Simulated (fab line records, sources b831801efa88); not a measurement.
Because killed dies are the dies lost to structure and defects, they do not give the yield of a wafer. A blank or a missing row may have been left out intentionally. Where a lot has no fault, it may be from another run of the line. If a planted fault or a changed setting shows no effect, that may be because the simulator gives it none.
Code-filled problem report in 8D (eight disciplines) form ; flow gf180mcu ; the parts of the form that need people (team, actions taken, sign-off) are left out

## 1. THE ISSUE
V1_CVD_02_THK at GF_V1_THK_MEAS_03 reads a mean of 1300 nm on 2 wafers of 1 lot; wafers without a fault read 853 nm with a standard deviation of 11. That puts it +41 standard deviations away from the usual mean.
First seen on wafer L249.2, day 21 20:46, on film_metro-03. The record has a number at this step for 14 wafers belonging to 5 lots. Rule for "out", or "out of limits": more than 4 standard deviations from the usual mean. The other wafers with a number count as sound.

## 2. WHAT IT IS, WHAT IT ISN'T
question;is;is not
which readings at this step;V1_CVD_02_THK;-
which lots;L249;L241, L256, L257, L258
which wafers of those lots;all that have a number;-
read on which gauges;film_metro-03;film_metro-01, film_metro-04
when;from day 21 20:46;"up to then (3 sound wafers); but 9 sound wafers of L256, L257, L258 came after"

## 3. THE SUSPECTS, EACH WITH WHAT RULES IT OUT
Counting: a tool at a process step up to the reading stays a suspect if it ran every lot that is out and no sound lot after the first of them.
- the gauge at GF_V1_THK_MEAS_03 is ruled out. All the wafers that are out were read on film_metro-03, but those of them that GF_V1_CMP_04 has rows for are out there too, on other tools.
- rie_metal-02 at GF_M1_METAL_ETCH_16 (etches the open film in Cl2/BCl3, stops on SiO2, target depth 750.8 nm, time 125.1 s): ruled out as a lasting fault. After its first lot that is out, L249 (day 21 19:53), sound lots L257 ran on it.
- plasma_asher-02 at GF_M1_STRIP_17 (strips in O2/N2): ruled out as a lasting fault. After its first lot that is out, L249 (day 21 20:01), sound lots L256 ran on it.
- pecvd-02 at GF_V1_CVD_02 (deposits SiO2 from TEOS, target thk 850 nm, time 94.851 s): ruled out as a lasting fault. After its first lot that is out, L249 (day 21 20:41), sound lots L257 ran on it.
Left after counting: nothing in the record.

## 4. THE CAUSE (what the simulator had put in)
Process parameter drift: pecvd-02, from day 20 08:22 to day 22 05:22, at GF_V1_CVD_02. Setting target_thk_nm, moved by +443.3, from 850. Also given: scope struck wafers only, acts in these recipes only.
It was ruled out by counting, in error; the rule expects a fault to strike all lots run on its tool from its start on, and this fault did not.

## 5. THE EFFECT CHAIN, in route order
Each row: a reading whose mean over the struck wafers that have a number lies more than 3 standard deviations from the usual. Only readings for which the record gives a usual standard deviation are gone through. hours: the time from each lot's start at the first step in this table that gives one to its start at this step, as a median over the lots. sigmas: the change in usual standard deviations.
hours;step;reading;usual;on struck wafers;change;sigmas
0;GF_V1_THK_MEAS_03;V1_CVD_02_THK;853 nm;1300;+446;+41
0;GF_V1_CMP_04;time_to_endpoint_s;83 s;252;+169;+33
The process steps in it:
- GF_V1_CMP_04: polishes SiO2.
Later steps that measure or inspect, where all struck wafers having a row at the step show a number for every such reading and not one has moved that far: GF_V1_BOW_MEAS_05.

## 6. WHAT WOULD HAVE CAUGHT IT SOONER
In this record the first reading out of limits at a measuring or inspecting step was taken at day 21 20:46, 36 hours after the fault began at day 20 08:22.
Tool readings at GF_V1_CVD_02 with a usual standard deviation given in the record: none out on any struck wafer, hence no alarm at a limit of 4 standard deviations on them.
